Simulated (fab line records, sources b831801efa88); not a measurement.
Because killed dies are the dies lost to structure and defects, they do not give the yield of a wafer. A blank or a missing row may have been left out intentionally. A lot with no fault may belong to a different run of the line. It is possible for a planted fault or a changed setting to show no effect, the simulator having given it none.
Which tool did it? -- flow sky130 -- 6 lots, 18 wafers sampled, at 2 steps of a route of 708

== WHAT THE GAUGES READ, wafer by wafer ==
SKY_VT_ADJUST_NCORE_OVL_MEAS_08.
lot,measured,on,VT_ADJUST_NCORE_OVL (nm)
L351,day 9 10:31,overlay-02,0.5 -1.1 -1.1
L354,day 10 02:36,overlay-01,-0.4 -0.5 -1.6
L357,day 10 23:41,overlay-01,-0.8 -0.8 -0.1
L363,day 12 17:59,overlay-02,155.2 156.2 155.0
L368,day 14 05:34,overlay-01,-1.8 0.6 -0.9
L372,day 15 12:25,overlay-02,-2.3 -0.4 -2.7

== WHAT TOOL EACH LOT RAN ON (gives the tool, then ch and the chambers of the sampled wafers, and finally the start) ==
lot,SKY_VT_ADJUST_NCORE_EXPOSE_04
L351,"ilineStepper-02 ch 0, day 8 23:58"
L354,"ilineStepper-02 ch 0, day 9 15:44"
L357,"ilineStepper-01 ch 0, day 10 12:25"
L363,"ilineStepper-01 ch 0, day 12 05:57"
L368,"ilineStepper-02 ch 0, day 13 16:26"
L372,"ilineStepper-02 ch 0, day 14 22:56"
- SKY_VT_ADJUST_NCORE_EXPOSE_04: exposes mask LVTN COMPLEMENT THIN, target cd 380 nm.

== THE ANSWER, worked out from the rows above alone ==
Rule: what is usual is taken from the lots themselves. The widest of any qualifying gaps counts: lots, ordered by their means at a reading, are off when they make up no more than a third of the lots, leave a main group of 4 or more, and stand apart from it by 3 or more times the standard deviation of that group's means. Not used: any main group whose means are identical at the precision the tables above print for the reading. A lot without any number at a reading at which 4 lots or more have one is off too. Where the step has rows for the other lots, those lots are counted as sound.
Off: L363, seen at SKY_VT_ADJUST_NCORE_OVL_MEAS_08 (VT_ADJUST_NCORE_OVL). Main group: mean -0.9 nm, sd 0.46.
If a tool, at a process step before that reading, ran all the lots that are off and no sound lot after the first of them, it fits. The gauges at SKY_VT_ADJUST_NCORE_OVL_MEAS_08 are tried like those tools. One fits: SKY_VT_ADJUST_NCORE_EXPOSE_04 on ilineStepper-01. Its last sound lot is L357 (day 10 12:25), its first lot that is off L363 (day 12 05:57): a fault that began between those two fits.

== WHAT HAD BEEN PUT IN BY THE SIMULATOR ==
Scanner matching overlay: ilineStepper-01, from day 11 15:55 on, at SKY_VT_ADJUST_NCORE_EXPOSE_04. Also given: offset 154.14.
Struck lots among those shown: L363. This agrees with what the rule above found.
